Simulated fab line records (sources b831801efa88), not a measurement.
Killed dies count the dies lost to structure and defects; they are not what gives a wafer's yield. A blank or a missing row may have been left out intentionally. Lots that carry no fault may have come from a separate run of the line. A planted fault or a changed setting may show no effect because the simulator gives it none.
A lot that was struck, set against a sound lot || flow sky130 || 15 out of 708 route steps
Sound: these wafers, L631.3, L631.4, L631.5. Struck: wafers L623.1, L623.2, L623.4. The cause is named last.
Per side, at each step with rows, come the tool, then ch with its chambers, and then its first start. Under that, the readings that differ: sound wafers || struck wafers || difference of the means || sigmas: that difference in standard deviations of wafers without a fault.
alike: words and numbers the same on both sides, and readings whose means are apart by under 2 such deviations; not compared: readings that were withheld, readings missing a value for some wafer, numbers with overlapping values and no deviation given by the record, and bounds like >300 which may hide the same value.
The two part at a step that has a row with sigmas, a row that says differs or no value, or rows on one side only. When numbers do not overlap yet have no deviation, they are printed without sigmas and do not part them. Lack of a reading on every wafer of one side parts them only where that side has two or more wafers.

SKY_VIA4_THK_MEAS_20: measures by xrf.
  sound on film metro-02 at day 46 22:23; struck on film metro-03 at day 44 18:28
  alike: VIA4_W_THK
SKY_VIA4_CMP_21: polishes, stops on SiO2, t overpolish 25 s, target thk 0 nm.
  sound on cmp-02 ch 1,2,3, day 46 22:25; struck on cmp-01 ch 0,2,3, day 44 18:34
  alike: motor current A, overpolish run s, slurry filter dp kPa, time to endpoint s
SKY_METAL5_SPUTTER_00: material Ti, target thk 15 nm, time 10 s.
  sound on pvd sputter-02 at day 46 22:43; struck on pvd sputter-03 at day 44 18:49
  alike: throttle valve pct
SKY_METAL5_SPUTTER_01: material TiN, target thk 20 nm, time 16.7 s.
  sound on pvd sputter-02 at day 46 22:45; struck on pvd sputter-03 at day 44 18:50
  alike: throttle valve pct
then, 1 step without rows for these wafers: SKY_METAL5_SPUTTER_02 (material AlCu, target thk 1150 nm, time 61.2 s).
SKY_METAL5_SPUTTER_03: material Ti, target thk 5 nm, time 3.3 s.
  sound on pvd sputter-02 at day 46 22:49; struck on pvd sputter-03 at day 44 18:55
  alike: throttle valve pct
SKY_METAL5_SPUTTER_04: material TiN, target thk 70 nm, time 58.3 s.
  sound on pvd sputter-02 at day 46 22:50; struck on pvd sputter-03 at day 44 18:56
  alike: throttle valve pct
SKY_METAL5_RS_MEAS_05: measurement is done with a four-point probe.
  sound on film metro-01 at day 46 22:56; struck on film metro-02 at day 44 18:59
  alike: METAL5_ALCU_RS
SKY_METAL5_THK_MEAS_06: measures by xrf.
  sound on film metro-01 at day 46 23:02; struck on film metro-02 at day 44 19:07
  alike: METAL5_ALCU_THK
then, 3 steps without rows for these wafers: SKY_METAL5_DEHYDRATE_07 (time 60 s); SKY_METAL5_HMDS_08 (prime time 60 s); SKY_METAL5_COAT_09 (resist thk 1800 nm).
SKY_METAL5_SOFTBAKE_10: time 60 s.
  sound on litho track-01 ch 0, day 47 08:52; struck on litho track-03 ch 0, day 45 05:49
{"reading": "run length s (s)", "sound": "89.40 89.10 89.35", "struck": "98.30 98.21 98.25", "difference": "+8.97", "sigmas": "+45"}
then, 2 steps without rows for these wafers: SKY_METAL5_EXPOSE_11 (exposes mask MM5, target cd 1600 nm); SKY_PAD_OPEN_PROBE_99.

## WHERE THEY PART
Only at SKY_METAL5_SOFTBAKE_10, within this record.

WHY: the cause the simulator had injected
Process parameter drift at SKY_METAL5_SOFTBAKE_10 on litho track-03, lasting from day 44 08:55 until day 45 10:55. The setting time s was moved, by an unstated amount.
